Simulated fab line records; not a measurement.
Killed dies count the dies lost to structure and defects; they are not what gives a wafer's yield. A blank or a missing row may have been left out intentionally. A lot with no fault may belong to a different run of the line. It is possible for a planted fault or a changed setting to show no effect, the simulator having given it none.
Which tool was responsible?	flow gf180mcu	30 wafers from 10 lots sampled at 5 of the route's 602 steps

## WHAT THE GAUGES READ, wafer by wafer
GF_M2_CD_MEAS_14: target cd 280 nm.
lot	measured	on	cd nm (nm)
L867	day 19 22:51	cd sem-01	279.1 280.2 280.0
L868	day 20 16:57	cd sem-01	280.7 280.0 280.5
L869	day 21 06:44	cd sem-01	277.5 278.4 278.7
L874	day 22 21:11	cd sem-02	278.2 277.3 277.8
L875	day 23 05:33	cd sem-01	278.4 280.3 278.7
L876	day 23 12:54	cd sem-02	282.3 282.5 281.9
L877	day 23 19:39	cd sem-02	278.5 278.2 278.7
L883	day 25 16:12	cd sem-01	280.9 281.4 280.8
L884	day 26 00:42	cd sem-02	280.1 280.4 281.1
L888	day 27 10:30	cd sem-01	279.9 280.2 280.4

GF_V2_RS_MEAS_24: measures by four-point-probe.
lot	measured	on	V2_W_RS (ohm/sq)
L867	day 21 02:01	film metro-03	0.319 0.319 0.319
L868	day 21 19:32	film metro-04	0.322 0.322 0.321
L869	day 22 08:50	film metro-03	0.328 0.331 0.335
L874	day 23 22:19	film metro-03	0.327 0.324 0.325
L875	day 24 06:22	film metro-04	0.329 0.327 0.332
L876	day 24 14:25	film metro-03	0.325 0.326 0.329
L877	day 24 20:29	film metro-02	0.325 0.328 0.328
L883	day 26 16:23	film metro-04	0.238 0.241 0.238 0.238 0.240 0.238
L884	day 27 00:55	film metro-03	0.239 0.239 0.239 0.238 0.239 0.238
L888	day 28 09:50	film metro-02	0.332 0.329 0.328

GF_V2_THK_MEAS_25: measures by xrf.
lot	measured	on	V2_W_THK (nm)
L867	day 21 02:08	film metro-03	363 364 364
L868	day 21 19:40	film metro-04	361 359 359
L869	day 22 08:58	film metro-03	357 355 348
L874	day 23 22:26	film metro-03	359 361 360
L875	day 24 06:29	film metro-04	354 357 351
L876	day 24 14:32	film metro-03	358 355 349
L877	day 24 20:36	film metro-02	356 353 352
L883	day 27 09:53	film metro-04	490 482 490 490 484 491
L884	day 27 04:00	film metro-03	491 488 487 487 488 487
L888	day 28 09:57	film metro-02	344 345 348

## WHICH TOOL RAN EACH LOT (tool, then ch and the chambers of the sampled wafers, then the start)
lot	GF_M2_SPUTTER_04	GF_V2_CVD_23
L867	pvd sputter-01, day 18 21:32	cvd w-02 ch 0,1, day 21 01:54
L868	pvd sputter-02, day 19 15:53	cvd w-02 ch 0,1, day 21 19:26
L869	pvd sputter-03, day 20 06:31	cvd w-01 ch 0,1, day 22 08:44
L874	pvd sputter-02, day 21 21:56	cvd w-01 ch 0,1, day 23 22:12
L875	pvd sputter-02, day 22 06:31	cvd w-02 ch 0,1, day 24 06:16
L876	pvd sputter-01, day 22 13:39	cvd w-01 ch 0, day 24 14:11
L877	pvd sputter-01, day 22 20:56	cvd w-02 ch 0,1, day 24 20:22
L883	pvd sputter-02, day 24 19:02	cvd w-02 ch 0,1, day 26 16:16
L884	pvd sputter-02, day 25 03:07	cvd w-02 ch 0,1, day 27 00:49
L888	pvd sputter-02, day 26 12:36	cvd w-01 ch 0,1, day 28 09:43
- GF_M2_SPUTTER_04: material TiN, target thk 50 nm, time 41.7 s.
- GF_V2_CVD_23: deposits W, target thk 350 nm, time 104.94 s.

## WHAT THE TOOLS THEMSELVES READ (means of the sampled wafers that have a number; where no wafer has one, the mark that the record gives instead)
GF_M2_SPUTTER_04.
lot	tool	throttle valve pct (%)
L867	pvd sputter-01	30.2
L868	pvd sputter-02	30.1
L869	pvd sputter-03	30.1
L874	pvd sputter-02	30.6
L875	pvd sputter-02	31.5
L876	pvd sputter-01	30.3
L877	pvd sputter-01	30.3
L883	pvd sputter-02	30.0
L884	pvd sputter-02	30.9
L888	pvd sputter-02	30.8

GF_V2_CVD_23.
lot	tool	heater power w (W)	susceptor temp C (C)
L867	cvd w-02	842	400.01
L868	cvd w-02	879	399.81
L869	cvd w-01	944	400.13
L874	cvd w-01	901	400.10
L875	cvd w-02	874	399.94
L876	cvd w-01	870	400.17
L877	cvd w-02	893	400.20
L883	cvd w-02	958	417.43
L884	cvd w-02	963	417.90
L888	cvd w-01	925	400.43

## THE ANSWER, worked out from the rows above alone
Rule: usual is defined by the lots themselves. Put in order of their means at a reading, lots are off if they are a third of the lots or fewer, leave a main group of 4 or more, and stand apart from it by a gap of 3 or more times the standard deviation of the main group's means; of several such gaps the widest counts. The tables above print the reading to a certain number of digits; a main group whose means all agree to those digits is not used. A lot without any number at a reading at which 4 lots or more have one is off too. All remaining lots with rows at the step are treated as sound. The gauges are gone through in route order, then the tools' own readings, and for those a lot's mean is taken as printed above. The first step at which some lot is off is used, and at that step the reading that is off furthest; a lot without a number counts as furthest.
Off: L883, L884, seen at GF_V2_RS_MEAS_24 (V2_W_RS). The main group: mean 0.326 ohm/sq, standard deviation 0.0039.
A tool fits if, at a process step before that reading, it ran every lot that is off, and no sound lot after the first of them. The gauges at GF_V2_RS_MEAS_24 aren't tried: what is off there is off at GF_V2_CVD_23 too, on other tools, and a gauge's error can't cause that. One fits: GF_V2_CVD_23 on cvd w-02. Its last sound lot is L877 (day 24 20:22), its first lot that is off L883 (day 26 16:16): a fault that began between those two fits.
The tool's own readings at GF_V2_CVD_23 bear it out: on the lots that are off they differ by more than 5 times the standard deviation of the sound lots' means. susceptor temp C reads 417.66 C there against 400.10 C on the sound lots.

## WHAT WAS PUT IN BY THE SIMULATOR
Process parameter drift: cvd w-02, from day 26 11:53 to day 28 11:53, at GF_V2_CVD_23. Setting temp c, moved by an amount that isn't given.
Shown lots that were struck: L883, L884. The rule above reached the same finding.
